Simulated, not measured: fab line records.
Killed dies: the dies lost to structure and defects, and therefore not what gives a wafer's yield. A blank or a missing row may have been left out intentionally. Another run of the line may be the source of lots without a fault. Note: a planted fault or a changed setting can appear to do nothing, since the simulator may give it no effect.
Comparing a struck lot with a sound one ; flow gf180mcu ; 44 steps out of a route of 602
Sound: these wafers, L580.1, L580.5, L580.6. Struck: wafer L590.3 (L590.2, L590.6, from the same lot, were not struck and are left out); the cause is given at the end.
For every step that has rows: the tool of each side, followed by ch and its chambers, followed by its first start. Under that, the readings that differ: sound wafers ; struck wafers ; difference of the means ; sigmas: that difference in standard deviations of wafers without a fault.
alike: words and numbers the same on both sides, and readings whose means are apart by under 2 such deviations; not compared: readings that were withheld, readings missing a value for some wafer, numbers with overlapping values and no deviation given by the record, and bounds like >300 which may hide the same value.
Wherever a step has rows on one side only, a row that says differs or no value, or a row with sigmas, the two part there. Non-overlapping numbers with no deviation appear without sigmas and do not part them. A reading missing from all wafers of one side parts the sides only when that side holds two or more wafers.

first, 3 steps without rows for these wafers: GF_CONTACT_CLEAN_20 (cleans in DIW); GF_CONTACT_CLEAN_21 (cleans in dHF, time 20 s); GF_CONTACT_SPUTTER_22 (material Ti, target thk 15 nm, time 80.02 s).
GF_CONTACT_SPUTTER_23: material TiN, target thk 10 nm, time 40 s.
  sound: pvd_sputter-02 at day 18 06:01; struck: pvd_sputter-04 at day 21 22:37
  alike: cathode_dc_power_W, chamber_pressure_pa, throttle_valve_pct
GF_CONTACT_CVD_24: deposits W, target thk 300 nm, time 90.339 s.
  sound on cvd_w-02 ch 0,1, day 18 06:04; struck on cvd_w-01 ch 1, day 21 22:39
  alike: heater_power_outer_w, heater_power_w
GF_CONTACT_RS_MEAS_25: a four-point-probe measurement.
  sound: film_metro-01 at day 18 06:10; struck: film_metro-02 at day 21 22:46
  alike: CONTACT_W_RS
GF_CONTACT_THK_MEAS_26: measures by xrf.
  sound: film_metro-01 at day 18 06:17; struck: film_metro-02 at day 21 22:53
  alike: CONTACT_W_THK
then, 2 steps without rows for these wafers: GF_CONTACT_CMP_27 (polishes, stops on SiO2, t overpolish 15 s, target thk 0 nm); GF_M1_SPUTTER_00 (material Ti, target thk 37.5 nm, time 150 s).
GF_M1_SPUTTER_01: material TiN, target thk 30 nm, time 25 s.
  sound: pvd_sputter-04 at day 18 06:44; struck: pvd_sputter-02 at day 21 23:20
  alike: cathode_dc_power_W, chamber_pressure_pa, throttle_valve_pct
then, 2 steps without rows for these wafers: GF_M1_SPUTTER_02 (material AlCu, target thk 450 nm, time 23.9 s); GF_M1_SPUTTER_03 (material Ti, target thk 10 nm, time 6.7 s).
GF_M1_SPUTTER_04: material TiN, target thk 50 nm, time 41.7 s.
  sound: pvd_sputter-04 at day 18 06:49; struck: pvd_sputter-02 at day 21 23:25
reading;sound;struck;difference;sigmas
cathode_dc_power_W (W);6503.0 6499.4 6499.7;5939.5;-561.2;-99 or more
model.TiN_of_M1_SPUTTER_04.thk_nm (nm);50.95 50.38 51.12;46.06;-4.76;
  alike: chamber_pressure_pa, throttle_valve_pct
GF_M1_RS_MEAS_05: a four-point-probe measurement.
  sound: film_metro-03 at day 18 06:52; struck: film_metro-03 at day 21 23:28
  alike: M1_ALCU_RS
GF_M1_THK_MEAS_06: measures by xrf.
  sound: film_metro-03 at day 18 06:59; struck: film_metro-03 at day 21 23:35
  alike: M1_ALCU_THK
then, 7 steps without rows for these wafers: GF_M1_DEHYDRATE_07 (time 60 s); GF_M1_HMDS_08 (prime time 60 s); GF_M1_COAT_09 (resist thk 1000 nm); GF_M1_SOFTBAKE_10 (time 60 s); GF_M1_EXPOSE_11 (exposes mask Metal1, target cd 230 nm); GF_M1_PEB_12 (peb time 90 s); GF_M1_DEVELOP_13 (develop time 60 s).
GF_M1_CD_MEAS_14: target cd 230 nm.
  sound: cd_sem-01 at day 19 06:55; struck: cd_sem-02 at day 22 22:20
reading;sound;struck;difference;sigmas
cd_nm (nm);231.3 231.7 231.1;228.9;-2.5;-2
GF_M1_OVL_MEAS_15:
  sound: overlay-02 at day 19 07:02; struck: overlay-01 at day 22 22:27
  alike: M1_OVL
then, 1 step without rows for these wafers: GF_M1_METAL_ETCH_16 (etches the open film in Cl2/BCl3, stops on SiO2, target depth 627.5 nm, time 104.6 s).
GF_M1_STRIP_17: strips in O2/N2.
  sound on plasma_asher-04 ch 0,1, day 19 07:11; struck on plasma_asher-03 ch 0, day 22 22:35
reading;sound;struck;difference;sigmas
drypump_motor_current_A (A);5.2 5.7 5.1;6.4;+1.1;+3
  alike: heater_power_w, oes_product_au, strip_time_to_endpoint_s
  not compared: rf_hours_counter_h
then, 3 steps without rows for these wafers: GF_M1_STRIP_18 (strips in post etch residue remover, time 1200 s); GF_M1_CLEAN_19 (cleans in DIW); GF_V1_CVD_00 (deposits SiO2, target thk 600 nm, time 100 s).
GF_V1_THK_MEAS_01:
  sound: film_metro-04 at day 19 07:50; struck: film_metro-01 at day 22 23:22
  alike: V1_CVD_00_THK
then, 1 step without rows for these wafers: GF_V1_CVD_02 (deposits SiO2 from TEOS, target thk 850 nm, time 94.851 s).
GF_V1_THK_MEAS_03:
  sound: film_metro-02 at day 19 07:58; struck: film_metro-01 at day 22 23:29
reading;sound;struck;difference;sigmas
V1_CVD_02_THK (nm);849 860 854;832;-22;-2
GF_V1_CMP_04: polishes SiO2.
  sound on cmp-02 ch 2,3, day 19 08:01; struck on cmp-01 ch 2, day 22 23:38
  alike: head_pressure_psi, motor_current_A, retaining_ring_pressure_frac, time_to_endpoint_s
GF_V1_BOW_MEAS_05:
  sound: film_metro-04 at day 19 08:19; struck: film_metro-02 at day 22 23:57
reading;sound;struck;difference;sigmas
V1_BOW (um);69 67 73;87;+17;+3
then, 8 steps without rows for these wafers: GF_V1_DEHYDRATE_06 (time 60 s); GF_V1_HMDS_07 (prime time 60 s); GF_V1_COAT_08; GF_V1_COAT_09 (resist thk 1000 nm); GF_V1_SOFTBAKE_10 (time 60 s); GF_V1_EXPOSE_11 (exposes mask Via1, target cd 260 nm); GF_V1_PEB_12 (peb time 90 s); GF_V1_DEVELOP_13 (develop time 60 s).
GF_V1_STRIP_19: strips in post etch residue remover, time 1200 s.
  sound on wet_bench-01 ch 3, day 20 09:04; struck on wet_bench-03 ch 0, day 23 23:04
reading;sound;struck;difference;sigmas
model.TiN_of_M1_SPUTTER_04.thk_nm (nm);50.1 49.53 50.28;45.23;-4.74;
  alike: bath_guard_temp_C
-- the record jumps here: 10 days lie between the struck wafers' starts before and after (it left off in module V1 and takes up again in module PASSIVATION, whose first step shown is number 602 of the route) --
GF_PASSIVATION_PROBE_99:
  rows exist in the record for the struck wafers here (prober-01, day 33 11:55), but not for the sound ones

WHERE THEY PART
Earliest at GF_M1_SPUTTER_04; latest, in this record, at GF_PASSIVATION_PROBE_99.

WHY: whatever the simulator had introduced
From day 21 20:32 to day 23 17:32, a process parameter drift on pvd_sputter-02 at GF_M1_SPUTTER_04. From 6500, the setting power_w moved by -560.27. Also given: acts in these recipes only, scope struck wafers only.
